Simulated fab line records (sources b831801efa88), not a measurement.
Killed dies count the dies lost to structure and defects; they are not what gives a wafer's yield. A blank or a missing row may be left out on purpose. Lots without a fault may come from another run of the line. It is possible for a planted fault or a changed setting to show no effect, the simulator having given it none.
fab line records	flow sky130
record lots=10	wafers=30	last_day=50
route steps=708 shown VIA3@595 METAL4@602 CAP2M@606 PAD_OPEN@708
lots that met no fault: taken from a fault-free run of the same line
start_h: the number of hours between the record's first day and the start of the first shown wafer of the lot	wait_h: how many hours have passed since the lot's step before this one	" the same as in the row above	L1.1+2: one row covering several wafers at once	- no value present, or no start provided	* or withheld: withheld	< > ~ a bound
route shown NAME@n: a module of which the file shows steps, and the number in the route of the first	usual: mean and standard deviation over wafers with no fault	same: alike in all rows	chamber/n: place in a boat	sites: each site's reading	_std_site: their standard deviation	_edge_site: the outer-site mean with the inner-site mean subtracted	radius_mm: for every site, how far away it sits from the centre of the wafer	mask NAME#n: copy n	behind: the last tool/chamber to shape the wafer	hold: cause of the lot's hold/its duration in hours/its outcome	device: the transistor (n, p or np) that didn't switch	end of line: at the end of the route, the tests of the same wafers	step lacking rows: just its recipe	killed: dies that structure and defects cost at the first sort, which is not the same as the wafer's yield	map: a wafer's dies, marking killed ones x, the rest . and places with no die _
set.NAME: setting as actually run; set.NAME@STEP: the setting as run at that earlier step	model.NAME: the simulator's own value behind a step, which no gauge read
the route's steps for a sample of lots (tables are steps, rows are wafers)
services: the hour from which a tool's chamber was out of use, counted from the record's first day as start_h (under 0 if before that day), plus the number of hours and why
## steps
# step SKY_VIA3_RS_MEAS_22
# recipe thk_meas_gauge=four-point-probe	reads=W_of_VIA3_CVD_21+TiN_of_VIA3_SPUTTER_20
# usual VIA3_W_RS=0.2931/0.0028
lot.wafer	tool	chamber	start_h	wait_h	VIA3_W_RS[ohm/sq]
L849.2	film_metro-04	-	940.77	0.1	0.2927
L849.3	"	-	"	"	0.2932
L849.4	"	-	"	"	0.2930
L850.2	film_metro-01	-	950.08	0.1	0.2940
L850.4	"	-	"	"	0.2897
L850.6	"	-	"	"	0.2909
L852.4	film_metro-01	-	964.97	0.1	0.2901
L852.5	"	-	"	"	0.2930
L852.6	"	-	"	"	0.2915
L858.2	film_metro-04	-	1009.31	0.1	0.2927
L858.5	"	-	"	"	0.2938
L858.6	"	-	"	"	0.2925
L861.1	film_metro-04	-	1043.93	0.1	0.2922
L861.3	"	-	"	"	0.2944
L861.4	"	-	"	"	0.2967
L863.1	film_metro-03	-	1045.02	0.1	0.2865
L863.4	"	-	"	"	0.2927
L863.6	"	-	"	"	0.2886
L865.1	film_metro-04	-	1046.79	0.1	0.2981
L865.3	"	-	"	"	0.2994
L865.4	"	-	"	"	0.2946
L866.2	film_metro-01	-	1050.01	0.1	0.2900
L866.5	"	-	"	"	0.2891
L866.6	"	-	"	"	0.2881
L868.1	film_metro-04	-	1069.59	0.2	0.2930
L868.2	"	-	"	"	0.2892
L868.5	"	-	"	"	0.2924
L870.2	film_metro-01	-	1077.98	0.1	0.2908
L870.4	"	-	"	"	0.2941
L870.6	"	-	"	"	0.2955
# step SKY_METAL4_SPUTTER_04
# recipe material=TiN	target_thk_nm=70	power_w=6500	time_s=58.3	chamber_pressure_pa=0.4
# usual throttle_valve_pct=30.1/0.8
lot.wafer	tool	chamber	start_h	wait_h	throttle_valve_pct
L849.2	pvd_sputter-03	-	941.38	0.0	30.2
L849.3	"	-	"	"	30.4
L849.4	"	-	"	"	30.8
L850.2	pvd_sputter-03	-	950.96	0.0	30.6
L850.4	"	-	"	"	30.2
L850.6	"	-	"	"	30.3
L852.4	pvd_sputter-01	-	965.49	0.0	30.0
L852.5	"	-	"	"	29.9
L852.6	"	-	"	"	29.8
L858.2	pvd_sputter-03	-	1009.87	0.0	30.1
L858.5	"	-	"	"	30.0
L858.6	"	-	"	"	30.7
L861.1	pvd_sputter-03	-	1044.51	0.0	30.8
L861.3	"	-	"	"	30.6
L861.4	"	-	"	"	30.1
L863.1	pvd_sputter-04	-	1045.60	0.0	31.5
L863.4	"	-	"	"	30.1
L863.6	"	-	"	"	30.8
L865.1	pvd_sputter-03	-	1047.43	0.0	30.3
L865.3	"	-	"	"	30.3
L865.4	"	-	"	"	30.1
L866.2	pvd_sputter-04	-	1050.58	0.0	29.8
L866.5	"	-	"	"	27.7
L866.6	"	-	"	"	29.8
L868.1	pvd_sputter-04	-	1070.18	0.0	30.2
L868.2	"	-	"	"	29.8
L868.5	"	-	"	"	30.0
L870.2	pvd_sputter-04	-	1079.24	0.0	30.1
L870.4	"	-	"	"	29.8
L870.6	"	-	"	"	27.8
# step SKY_CAP2M_RS_MEAS_03
# recipe thk_meas_gauge=four-point-probe	reads=TiN_of_CAP2M_SPUTTER_02
# usual CAP2M_TIN_RS=6.90/0.069
lot.wafer	tool	chamber	start_h	wait_h	CAP2M_TIN_RS[ohm/sq]
L849.2	film_metro-02	-	941.64	0.1	6.87
L849.3	"	-	"	"	6.76
L849.4	"	-	"	"	6.81
L850.2	film_metro-03	-	951.22	0.1	6.97
L850.4	"	-	"	"	6.92
L850.6	"	-	"	"	6.90
L852.4	film_metro-01	-	965.79	0.1	6.88
L852.5	"	-	"	"	6.78
L852.6	"	-	"	"	6.84
L858.2	film_metro-02	-	1010.14	0.1	6.98
L858.5	"	-	"	"	6.92
L858.6	"	-	"	"	7.05
L861.1	film_metro-02	-	1044.75	0.1	6.93
L861.3	"	-	"	"	6.98
L861.4	"	-	"	"	6.97
L863.1	film_metro-03	-	1045.84	0.1	6.79
L863.4	"	-	"	"	6.80
L863.6	"	-	"	"	6.85
L865.1	film_metro-01	-	1047.67	0.1	6.88
L865.3	"	-	"	"	6.91
L865.4	"	-	"	"	6.92
L866.2	film_metro-02	-	1050.84	0.1	6.90
L866.5	"	-	"	"	6.89
L866.6	"	-	"	"	6.93
L868.1	film_metro-03	-	1070.42	0.1	6.93
L868.2	"	-	"	"	6.94
L868.5	"	-	"	"	6.89
L870.2	film_metro-01	-	1079.50	0.1	6.71
L870.4	"	-	"	"	6.78
L870.6	"	-	"	"	6.72
# step SKY_CAP2M_METAL_ETCH_13
# recipe target_depth_nm=220	stop_on=SiO2	chemistry=Cl2/BCl3	target=TiN	pressure_mtorr=10	icp_w=900	bias_w=48.5	Cl2_flow_sccm=60	bcl3_flow_sccm=30	time_s=62.9
# usual bcl3_flow_sccm=30.01/0.098	bias_w=48.50/0.13	drypump_motor_current_A=5.9/0.4	oes_product_au=0.942/0.0073	rf_fwd_power_W=891/3.3	throttle_valve_pct=21.901/0.0093
lot.wafer	tool	chamber	start_h	wait_h	bcl3_flow_sccm	bias_w	drypump_motor_current_A	oes_product_au	rf_fwd_power_W	rf_hours_counter_h	throttle_valve_pct
L849.2	rie_metal-03	0	965.95	0.0	30.05	48.54	5.6	0.949	883	9	21.902
L849.3	"	0	"	"	30.10	48.61	5.6	0.953	886	-	21.911
L849.4	"	1	"	"	29.94	48.80	5.4	0.946	892	-	21.890
L850.2	rie_metal-01	0	975.27	0.0	29.99	48.68	6.4	0.931	894	8	21.884
L850.4	"	0	"	"	29.93	48.60	6.4	0.933	889	-	21.900
L850.6	"	0	"	"	29.89	48.51	6.4	0.944	894	-	21.884
L852.4	rie_metal-03	1	989.38	0.0	29.90	48.35	5.4	0.942	892	-	21.905
L852.5	"	0	"	"	29.97	48.51	5.6	0.956	889	-	21.885
L852.6	"	1	"	"	29.93	48.44	5.5	0.943	888	-	21.894
L858.2	rie_metal-01	1	1033.05	0.0	30.14	48.70	6.2	0.765	898	9	22.012
L858.5	"	0	"	"	29.91	48.55	6.4	0.940	898	-	21.901
L858.6	"	1	"	"	30.05	48.40	6.2	0.769	894	-	22.019
L861.1	rie_metal-03	1	1066.24	0.0	29.94	48.41	5.4	0.936	891	11	21.911
L861.3	"	1	"	"	29.87	48.39	5.5	0.934	889	-	21.901
L861.4	"	0	"	"	30.09	48.33	5.5	0.941	894	-	21.906
L863.1	rie_metal-03	0	1067.30	0.0	30.01	48.65	5.6	0.947	891	15	21.909
L863.4	"	1	"	"	29.90	48.48	5.4	0.946	892	-	21.894
L863.6	"	1	"	"	30.07	48.39	5.4	0.943	892	-	21.910
L865.1	rie_metal-03	0	1069.09	0.0	30.11	48.53	5.6	0.941	885	15	21.893
L865.3	"	0	"	"	30.02	48.47	5.6	0.935	886	-	21.908
L865.4	"	1	"	"	30.09	48.63	5.4	0.943	890	-	21.907
L866.2	rie_metal-02	0	1072.19	0.0	30.23	48.47	6.2	0.941	886	19	21.889
L866.5	"	0	"	"	30.10	48.53	6.2	0.943	890	-	21.890
L866.6	"	1	"	"	30.05	48.52	5.5	0.939	890	-	21.902
L868.1	rie_metal-02	1	1091.44	0.0	29.98	48.66	5.5	0.943	896	23	21.923
L868.2	"	0	"	"	29.85	48.58	6.2	0.931	885	20	21.892
L868.5	"	1	"	"	30.08	48.53	5.5	0.943	893	-	21.900
L870.2	rie_metal-03	0	1099.45	0.0	30.03	48.47	5.6	0.962	894	17	21.903
L870.4	"	1	"	"	30.04	48.51	5.4	0.955	888	-	21.904
L870.6	"	1	"	"	29.89	48.44	5.4	0.956	892	-	21.882
# step SKY_CAP2M_STRIP_14
# recipe chemistry=O2/N2	power_w=1400	pressure_mtorr=1500	platen_temp_c=withheld	o2_flow_sccm=3000	n2_flow_sccm=300	overash_fraction=0.5
# usual drypump_motor_current_A=5.8/0.49	oes_product_au=0.710/0.0042	strip_time_to_endpoint_s=12.65/0.042
lot.wafer	tool	chamber	start_h	wait_h	drypump_motor_current_A	oes_product_au	rf_hours_counter_h	strip_time_to_endpoint_s
L849.2	plasma_asher-04	1	966.03	0.1	5.7	0.711	51	12.63
L849.3	"	0	"	"	5.9	0.699	-	12.70
L849.4	"	1	"	"	5.8	0.709	-	12.70
L850.2	plasma_asher-03	1	975.34	0.1	6.3	0.706	88	12.64
L850.4	"	1	"	"	6.3	0.719	-	12.68
L850.6	"	1	"	"	6.3	0.709	-	12.68
L852.4	plasma_asher-03	1	989.46	0.1	6.3	0.712	-	12.62
L852.5	"	1	"	"	6.3	0.704	-	12.59
L852.6	"	0	"	"	5.2	0.709	-	12.65
L858.2	plasma_asher-04	0	1033.13	0.1	5.9	0.710	59	13.23
L858.5	"	1	"	"	5.7	0.717	-	12.65
L858.6	"	0	"	"	5.9	0.714	-	13.23
L861.1	plasma_asher-04	0	1066.32	0.1	6.0	0.720	62	12.56
L861.3	"	0	"	"	6.0	0.716	-	12.62
L861.4	"	1	"	"	5.7	0.707	-	12.62
L863.1	plasma_asher-02	1	1067.38	0.1	6.4	0.721	27	12.59
L863.4	"	1	"	"	6.5	0.721	-	12.55
L863.6	"	0	"	"	5.1	0.713	-	12.59
L865.1	plasma_asher-03	0	1069.17	0.1	5.2	0.712	99	12.66
L865.3	"	0	"	"	5.2	0.715	-	12.69
L865.4	"	1	"	"	6.3	0.709	-	12.64
L866.2	plasma_asher-03	0	1072.27	0.1	5.2	0.707	99	12.65
L866.5	"	0	"	"	5.2	0.708	-	12.63
L866.6	"	1	"	"	6.3	0.713	-	12.63
L868.1	plasma_asher-02	1	1091.52	0.1	6.4	0.716	29	12.61
L868.2	"	0	"	"	5.1	0.715	29	12.65
L868.5	"	1	"	"	6.4	0.707	-	12.69
L870.2	plasma_asher-04	0	1099.53	0.1	5.9	0.708	66	12.66
L870.4	"	0	"	"	5.9	0.711	-	12.68
L870.6	"	1	"	"	5.7	0.714	-	12.57
# step SKY_PAD_OPEN_PROBE_99
# usual defect_limited_yield=82.7/2	killed_at_M0_to_M3=42/6.8	killed_at_M4_up=3.2/1.8	killed_at_contacts=25/5.4	killed_at_front_end=15/4.5	killed_at_other=0.3/0.56	killed_dies=85/9.7	killed_on_rim=17/3.3	killed_open=46/7.1	killed_short=39/6.5	sort_bin_3_pad_short=0.9/0.42	sort_bin_5_function=10.4/1.5	sort_bin_6_memory=6.1/1.1	sort_n_pass=407/9.7	sort_yield_pct=82.7/2
# same gross_dies=492	killed_at_back_side=0	sort_bin_4_leakage[%]=0	sort_bin_8_speed[%]=0
lot.wafer	tool	chamber	start_h	wait_h	hold	defect_limited_yield[%]	killed_at_M0_to_M3	killed_at_M4_up	killed_at_contacts	killed_at_front_end	killed_at_other	killed_dies	killed_on_rim	killed_open	killed_short	sort_bin_3_pad_short[%]	sort_bin_5_function[%]	sort_bin_6_memory[%]	sort_n_pass	sort_yield_pct[%]
L849.2	prober-01	-	1086.53	0.1	-	82.5	46	3	22	14	1	86	18	43	43	0.2	10.6	6.7	406	82.5
L849.3	prober-01	-	1086.58	0.2	-	82.7	42	4	27	12	0	85	14	33	52	1.4	10.6	5.3	407	82.7
L849.4	prober-01	-	1086.63	0.2	-	82.3	37	5	22	23	0	87	12	47	40	0.8	11.0	5.9	405	82.3
L850.2	prober-02	-	1094.68	0.1	-	85.0	31	4	24	15	0	74	10	38	36	0.4	8.5	6.1	418	85.0
L850.4	prober-02	-	1094.78	0.2	-	82.1	41	5	26	16	0	88	20	55	33	0.6	10.2	7.1	404	82.1
L850.6	prober-02	-	1094.88	0.2	-	85.0	39	4	21	10	0	74	13	34	40	0.8	10.0	4.3	418	85.0
L852.4	prober-02	-	1107.34	0.2	-	81.3	36	6	27	23	0	92	17	47	44	1.0	10.6	7.1	400	81.3
L852.5	prober-02	-	1107.39	0.2	-	83.5	30	4	34	12	1	81	20	48	33	0.8	10.0	5.7	411	83.5
L852.6	prober-02	-	1107.44	0.2	-	83.1	38	0	24	20	1	83	20	50	33	0.8	7.9	8.1	409	83.1
L858.2	prober-02	-	1141.94	0.1	await_dispo/4.4h/release	0	36	4	25	12	415	492	96	48	30	85.0	10.2	4.9	0	0
L858.5	prober-02	-	1142.09	0.2	await_dispo/4.4h/release	80.7	48	7	21	19	0	95	16	47	48	1.0	10.4	7.9	397	80.7
L858.6	prober-02	-	1142.14	0.2	await_dispo/4.4h/release	0	38	1	24	13	416	492	96	45	31	85.0	8.5	6.5	0	0
L861.1	prober-01	-	1169.83	0.1	-	79.9	53	5	25	16	0	99	27	48	51	1.4	11.8	6.9	393	79.9
L861.3	prober-01	-	1169.93	0.2	-	79.5	51	4	29	17	0	101	19	50	51	1.6	11.8	7.1	391	79.5
L861.4	prober-01	-	1169.98	0.2	-	82.9	44	1	28	10	1	84	13	50	34	0.4	10.0	6.7	408	82.9
L863.1	prober-01	-	1171.53	0.1	-	82.3	34	2	31	20	0	87	15	53	33	0.8	11.0	5.9	405	82.3
L863.4	prober-01	-	1171.68	0.2	-	85.4	31	3	25	13	0	72	15	35	34	0.6	9.1	4.9	420	85.4
L863.6	prober-01	-	1171.78	0.2	-	81.1	41	2	37	13	0	93	20	53	39	0.8	11.2	6.9	399	81.1
L865.1	prober-01	-	1174.28	0.1	-	83.1	49	1	20	13	0	83	18	40	43	1.2	10.0	5.7	409	83.1
L865.3	prober-01	-	1174.38	0.2	-	82.1	41	4	19	24	0	88	16	43	45	1.0	9.6	7.3	404	82.1
L865.4	prober-01	-	1174.43	0.2	-	77.8	43	2	38	26	0	109	20	55	54	0.6	14.8	6.7	383	77.8
L866.2	prober-01	-	1176.28	0.1	-	86.6	39	0	16	11	0	66	13	42	24	0.4	7.5	5.5	426	86.6
L866.5	prober-01	-	1176.43	0.2	-	85.8	35	2	17	16	0	70	10	39	30	0.4	10.8	3.0	422	85.8
L866.6	prober-01	-	1176.48	0.2	-	81.1	46	0	31	16	0	93	20	57	36	1.4	10.4	7.1	399	81.1
L868.1	prober-02	-	1190.62	0.1	-	85.6	38	2	21	10	0	71	14	40	31	0.6	9.8	4.1	421	85.6
L868.2	prober-02	-	1190.67	0.1	-	81.5	47	2	29	12	1	91	15	35	56	1.2	10.8	6.5	401	81.5
L868.5	prober-02	-	1190.82	0.2	-	82.7	40	6	15	22	2	85	17	45	40	0.6	10.2	6.5	407	82.7
L870.2	prober-01	-	1197.44	0.1	-	81.7	42	1	26	20	1	90	20	54	35	1.2	11.6	5.5	402	81.7
L870.4	prober-01	-	1197.54	0.2	-	85.0	42	0	19	12	1	74	17	34	38	0.2	9.1	5.7	418	85.0
L870.6	prober-01	-	1197.64	0.2	-	81.3	44	2	28	18	0	92	18	57	34	0.6	10.8	7.3	400	81.3
# killed by level:class
L849.2 CONTACT:geometric_particle:open=10 METAL1:geometric_particle:short=8 VIA1:geometric_particle:open=8 METAL2:geometric_particle:short=8 VIA3:geometric_particle:open=7 LOCAL_INTERCONNECT:geometric_particle:short=4 VIA2:geometric_particle:short=4 FIELD_ISO:geometric_particle:open=3
L849.3 LI_CONTACT:geometric_particle:open=8 METAL2:geometric_particle:short=8 METAL3:geometric_particle:short=7 LI_CONTACT:geometric_particle:short=5 CONTACT:geometric_particle:open=5 CONTACT:geometric_particle:short=5 VIA2:geometric_particle:open=5 LOCAL_INTERCONNECT:geometric_particle:short=4
L849.4 POLY_GATE:geometric_particle:short=7 CONTACT:geometric_particle:open=7 CONTACT:geometric_particle:short=7 LI_CONTACT:geometric_particle:open=6 VIA1:geometric_particle:open=6 METAL2:geometric_particle:open=6 VIA3:geometric_particle:open=6 FIELD_ISO:geometric_particle:open=5
L850.2 CONTACT:geometric_particle:open=9 METAL2:geometric_particle:short=7 LI_CONTACT:geometric_particle:open=6 FIELD_ISO:geometric_particle:short=5 VIA3:geometric_particle:open=5 LOCAL_INTERCONNECT:geometric_particle:short=4 CONTACT:geometric_particle:short=4 POLY_GATE:geometric_particle:open=3
L850.4 CONTACT:geometric_particle:open=11 VIA1:geometric_particle:open=9 VIA2:geometric_particle:open=9 METAL2:geometric_particle:short=7 VIA3:geometric_particle:open=7 LI_CONTACT:geometric_particle:open=6 POLY_GATE:geometric_particle:short=5 FIELD_ISO:geometric_particle:open=4
L850.6 METAL1:geometric_particle:short=7 VIA1:geometric_particle:open=7 CONTACT:geometric_particle:open=6 METAL2:geometric_particle:short=5 VIA3:geometric_particle:open=5 LI_CONTACT:geometric_particle:open=4 POLY_GATE:geometric_particle:short=4 CONTACT:geometric_particle:short=4
L852.4 LI_CONTACT:geometric_particle:open=11 CONTACT:geometric_particle:open=9 METAL2:geometric_particle:short=6 VIA1:geometric_particle:open=6 VIA2:geometric_particle:open=6 FIELD_ISO:geometric_particle:short=5 POLY_GATE:geometric_particle:short=5 METAL3:geometric_particle:short=5
L852.5 LI_CONTACT:geometric_particle:open=18 VIA1:geometric_particle:open=8 LOCAL_INTERCONNECT:geometric_particle:short=6 CONTACT:geometric_particle:open=6 FIELD_ISO:geometric_particle:open=5 METAL1:geometric_particle:short=5 POLY_GATE:geometric_particle:short=4 VIA1:geometric_particle:short=4
L852.6 CONTACT:geometric_particle:short=9 FIELD_ISO:geometric_particle:open=7 VIA1:geometric_particle:open=7 VIA3:geometric_particle:open=7 VIA2:geometric_particle:open=6 CONTACT:geometric_particle:open=5 LI_CONTACT:geometric_particle:open=5 METAL2:geometric_particle:short=5
L858.2 CAP2M:area_etch=414 VIA1:geometric_particle:open=13 CONTACT:geometric_particle:open=10 VIA2:geometric_particle:open=8 LI_CONTACT:geometric_particle:open=5 LOCAL_INTERCONNECT:geometric_particle:short=5 VIA2:geometric_particle:short=4 CONTACT:geometric_particle:short=4
L858.5 VIA1:geometric_particle:open=15 CONTACT:geometric_particle:open=7 POLY_GATE:geometric_particle:open=6 METAL2:geometric_particle:short=6 FIELD_ISO:geometric_particle:short=5 VIA1:geometric_particle:short=5 VIA3:geometric_particle:short=5 METAL4:geometric_particle:short=5
L858.6 CAP2M:area_etch=416 CONTACT:geometric_particle:open=11 VIA3:geometric_particle:open=10 VIA2:geometric_particle:open=8 VIA1:geometric_particle:open=6 CONTACT:geometric_particle:short=5 POLY_GATE:geometric_particle:open=4 LI_CONTACT:geometric_particle:open=4
L861.1 VIA1:geometric_particle:open=11 METAL1:geometric_particle:short=10 VIA2:geometric_particle:open=9 VIA1:geometric_particle:short=7 LI_CONTACT:geometric_particle:short=6 CONTACT:geometric_particle:short=6 CONTACT:geometric_particle:open=6 POLY_GATE:geometric_particle:short=5
L861.3 VIA1:geometric_particle:open=12 LI_CONTACT:geometric_particle:open=10 VIA2:geometric_particle:open=7 METAL1:geometric_particle:short=6 VIA1:geometric_particle:short=6 METAL2:geometric_particle:short=6 FIELD_ISO:geometric_particle:short=5 POLY_GATE:geometric_particle:short=5
L861.4 VIA1:geometric_particle:open=12 CONTACT:geometric_particle:open=10 METAL2:geometric_particle:short=8 LI_CONTACT:geometric_particle:open=7 VIA2:geometric_particle:open=7 VIA3:geometric_particle:open=7 LI_CONTACT:geometric_particle:short=5 POLY_GATE:geometric_particle:open=4
L863.1 CONTACT:geometric_particle:open=15 VIA3:geometric_particle:open=8 VIA1:geometric_particle:open=8 POLY_GATE:geometric_particle:short=7 LI_CONTACT:geometric_particle:open=6 METAL1:geometric_particle:short=6 CONTACT:geometric_particle:short=5 VIA2:geometric_particle:open=5
L863.4 CONTACT:geometric_particle:open=9 VIA1:geometric_particle:open=8 METAL2:geometric_particle:short=7 LI_CONTACT:geometric_particle:open=6 POLY_GATE:geometric_particle:short=5 LOCAL_INTERCONNECT:geometric_particle:short=4 METAL3:geometric_particle:short=4 CONTACT:geometric_particle:short=3
L863.6 VIA1:geometric_particle:open=13 CONTACT:geometric_particle:open=13 CONTACT:geometric_particle:short=13 LI_CONTACT:geometric_particle:open=7 METAL2:geometric_particle:short=7 VIA3:geometric_particle:open=7 FIELD_ISO:geometric_particle:open=4 POLY_GATE:geometric_particle:open=3
L865.1 CONTACT:geometric_particle:open=10 VIA3:geometric_particle:open=9 METAL1:geometric_particle:short=8 VIA1:geometric_particle:open=8 METAL2:geometric_particle:short=6 FIELD_ISO:geometric_particle:short=5 LOCAL_INTERCONNECT:geometric_particle:short=5 METAL3:geometric_particle:short=5
L865.3 FIELD_ISO:geometric_particle:short=9 CONTACT:geometric_particle:open=8 VIA1:geometric_particle:open=8 LI_CONTACT:geometric_particle:open=6 METAL1:geometric_particle:short=6 VIA2:geometric_particle:open=6 POLY_GATE:geometric_particle:short=5 VIA1:geometric_particle:short=5
L865.4 CONTACT:geometric_particle:open=13 LOCAL_INTERCONNECT:geometric_particle:short=9 VIA1:geometric_particle:open=9 FIELD_ISO:geometric_particle:short=8 FIELD_ISO:geometric_particle:open=8 LI_CONTACT:geometric_particle:open=8 CONTACT:geometric_particle:short=7 VIA2:geometric_particle:open=7
L866.2 VIA1:geometric_particle:open=9 LI_CONTACT:geometric_particle:open=7 VIA2:geometric_particle:open=7 CONTACT:geometric_particle:open=5 FIELD_ISO:geometric_particle:short=4 POLY_GATE:geometric_particle:open=4 VIA1:geometric_particle:short=4 METAL2:geometric_particle:short=4
L866.5 CONTACT:geometric_particle:open=7 VIA1:geometric_particle:open=7 VIA2:geometric_particle:open=6 VIA3:geometric_particle:open=6 FIELD_ISO:geometric_particle:short=5 METAL2:geometric_particle:short=5 LI_CONTACT:geometric_particle:open=4 LOCAL_INTERCONNECT:geometric_particle:short=4
L866.6 VIA1:geometric_particle:open=14 CONTACT:geometric_particle:open=12 VIA2:geometric_particle:open=8 LI_CONTACT:geometric_particle:open=7 VIA3:geometric_particle:open=6 LOCAL_INTERCONNECT:geometric_particle:short=5 FIELD_ISO:geometric_particle:short=4 FIELD_ISO:geometric_particle:open=4
L868.1 VIA1:geometric_particle:open=10 METAL1:geometric_particle:short=10 FIELD_ISO:geometric_particle:open=7 LI_CONTACT:geometric_particle:open=7 CONTACT:geometric_particle:open=7 VIA3:geometric_particle:open=5 VIA1:geometric_particle:short=4 METAL2:geometric_particle:short=3
L868.2 LI_CONTACT:geometric_particle:open=8 VIA3:geometric_particle:short=8 METAL2:geometric_particle:short=7 CONTACT:geometric_particle:open=7 CONTACT:geometric_particle:short=6 VIA1:geometric_particle:short=6 LOCAL_INTERCONNECT:geometric_particle:short=5 METAL1:geometric_particle:short=5
L868.5 POLY_GATE:geometric_particle:open=9 VIA3:geometric_particle:open=9 VIA1:geometric_particle:open=7 VIA1:geometric_particle:short=7 CONTACT:geometric_particle:open=6 FIELD_ISO:geometric_particle:open=5 METAL1:geometric_particle:short=5 METAL4:geometric_particle:short=5
L870.2 VIA1:geometric_particle:open=14 VIA2:geometric_particle:open=9 CONTACT:geometric_particle:open=8 LI_CONTACT:geometric_particle:open=8 CONTACT:geometric_particle:short=6 METAL1:geometric_particle:short=6 FIELD_ISO:geometric_particle:open=5 POLY_GATE:geometric_particle:short=5
L870.4 VIA1:geometric_particle:open=8 METAL1:geometric_particle:short=6 VIA2:geometric_particle:short=6 FIELD_ISO:geometric_particle:open=5 LI_CONTACT:geometric_particle:open=5 VIA1:geometric_particle:short=5 LI_CONTACT:geometric_particle:short=4 CONTACT:geometric_particle:short=4
L870.6 LI_CONTACT:geometric_particle:open=11 CONTACT:geometric_particle:open=10 VIA3:geometric_particle:open=9 POLY_GATE:geometric_particle:short=7 VIA1:geometric_particle:open=7 VIA1:geometric_particle:short=7 VIA2:geometric_particle:open=5 POLY_GATE:geometric_particle:open=4
## services
tool	chamber	start_h	hours	kind
pvd_sputter-03	-	918.92	2.0	repair
pvd_sputter-04	-	918.99	4.4	repair
rie_metal-02	-	921.21	2.8	pm
pvd_sputter-04	2	924.56	-	consumable_replace:kit
pvd_sputter-04	2	924.56	18.0	scheduled_down
pvd_sputter-04	2	924.56	18.0	vent_cycle
plasma_asher-02	-	947.82	1.1	repair
plasma_asher-02	-	951.98	23.5	repair
pvd_sputter-01	-	957.61	5.0	repair
pvd_sputter-04	-	958.79	6.9	repair
plasma_asher-02	-	975.45	28.1	pm
rie_metal-01	0	977.27	4.6	repair
pvd_sputter-03	2	1044.56	-	consumable_replace:kit
pvd_sputter-03	2	1044.56	18.0	scheduled_down
pvd_sputter-03	2	1044.56	18.0	vent_cycle
rie_metal-03	-	1057.03	2.8	pm
pvd_sputter-01	1	1078.08	-	consumable_replace:kit
pvd_sputter-04	1	1084.32	-	consumable_replace:kit
pvd_sputter-04	1	1084.32	18.0	scheduled_down
pvd_sputter-04	1	1084.32	18.0	vent_cycle
pvd_sputter-04	-	1088.06	6.4	repair
rie_metal-02	1	1093.86	-	clean
rie_metal-02	1	1093.86	18.4	scheduled_down
rie_metal-02	1	1093.86	18.4	vent_cycle
## key
first_sign step=SKY_CAP2M_METAL_ETCH_13	reading=oes_product_au	direction=down	sigmas=24	usual=0.942	struck=0.767
effect step=SKY_CAP2M_METAL_ETCH_13	reading=throttle_valve_pct	direction=up	sigmas=12	usual=21.901	struck=22.015
effect step=SKY_CAP2M_STRIP_14	reading=strip_time_to_endpoint_s	direction=up	sigmas=14	usual=*	struck=*
effect step=SKY_PAD_OPEN_PROBE_99	reading=killed_at_other	direction=up	sigmas=99+	usual=0.3	struck=415.5
more_kills_born_at SKY_CAP2M_METAL_ETCH_13@rie_metal-01=830
met_at SKY_CAP2M_METAL_ETCH_13
struck_lots L858
struck_wafers L858.2,L858.6
later_rows_left_out L858.2,L858.6
not_acting_at SKY_VIA3_RS_MEAS_22,SKY_METAL4_SPUTTER_04,SKY_CAP2M_RS_MEAS_03
fault kind=process_parameter_drift	tool=rie_metal-01	chamber=1	onset_h=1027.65	steps=SKY_CAP2M_METAL_ETCH_13	channel=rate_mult	offset=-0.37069	shape=step	end_h=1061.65
# later_rows_left_out: the simulator's readings of these wafers behind a module that went badly wrong aren't trusted and aren't shown, but for the sort
